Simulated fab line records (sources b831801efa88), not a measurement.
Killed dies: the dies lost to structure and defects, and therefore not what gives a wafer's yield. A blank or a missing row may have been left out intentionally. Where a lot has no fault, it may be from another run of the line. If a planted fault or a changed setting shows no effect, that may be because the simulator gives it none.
What tool caused it? + flow gf180mcu + 18 wafers from 6 lots sampled at 4 of the route's 602 steps

WHAT THE GAUGES SHOWED, per wafer
GF_TOP_METAL_OVL_MEAS_15.
| lot  | measured     | on         | TOP_METAL_OVL (nm) |
|------|--------------|------------|--------------------|
| L514 | day 28 22:53 | overlay-01 | 0.2 -1.9 -1.2      |
| L516 | day 29 15:44 | overlay-02 | -1.7 -0.9 -0.8     |
| L519 | day 31 01:26 | overlay-02 | 0.5 0.7 0.8        |
| L525 | day 32 14:17 | overlay-02 | -2.4 -2.0 -2.3     |
| L531 | day 33 14:44 | overlay-02 | -0.1 0.2 0.7       |
| L532 | day 33 20:07 | overlay-01 | -1.8 -0.5 -2.6     |

EACH LOT AND THE TOOL THAT RAN IT (in order: tool; ch and the chambers of the sampled wafers; start)
| lot  | GF_HV_LDD_STRIP_37                   | GF_V5_ETCH_16                      | GF_V5_SPUTTER_22             |
|------|--------------------------------------|------------------------------------|------------------------------|
| L514 | plasma asher-03 ch 0,1, day 12 11:59 | rie diel-02 ch 0,2,3, day 28 02:32 | pvd sputter-02, day 28 03:17 |
| L516 | plasma asher-02 ch 1, day 13 05:32   | rie diel-04 ch 0,2, day 28 19:25   | pvd sputter-03, day 28 20:10 |
| L519 | plasma asher-04 ch 0, day 14 13:08   | rie diel-01 ch 0,1, day 30 05:44   | pvd sputter-02, day 30 06:29 |
| L525 | plasma asher-03 ch 0,1, day 16 14:56 | rie diel-01 ch 0,1,2, day 31 20:23 | pvd sputter-02, day 31 21:08 |
| L531 | plasma asher-03 ch 0,1, day 18 00:50 | rie diel-04 ch 1,2,3, day 32 21:29 | pvd sputter-03, day 32 22:16 |
| L532 | plasma asher-02 ch 0,1, day 18 07:46 | rie diel-02 ch 0,1,3, day 33 01:50 | pvd sputter-01, day 33 02:35 |
- GF_HV_LDD_STRIP_37: strips in O2/N2.
- GF_V5_ETCH_16: etches BARC in N2/H2.
- GF_V5_SPUTTER_22: material TiN, target thk 10 nm, time 40 s.

THE ANSWER, worked out from the rows above alone
Rule: usual is defined by the lots themselves. Put in order of their means at a reading, lots are off if they are a third of the lots or fewer, leave a main group of 4 or more, and stand apart from it by a gap of 3 or more times the standard deviation of the main group's means; of several such gaps the widest counts. A main group whose means are all the same, to the digits that the tables above print for the reading, isn't used. A lot without any number at a reading at which 4 lots or more have one is off too. The other lots that the step has rows for count as sound.
No lot is off at any reading shown: from this, nothing can be told.

WHAT THE SIMULATOR HAD INSERTED
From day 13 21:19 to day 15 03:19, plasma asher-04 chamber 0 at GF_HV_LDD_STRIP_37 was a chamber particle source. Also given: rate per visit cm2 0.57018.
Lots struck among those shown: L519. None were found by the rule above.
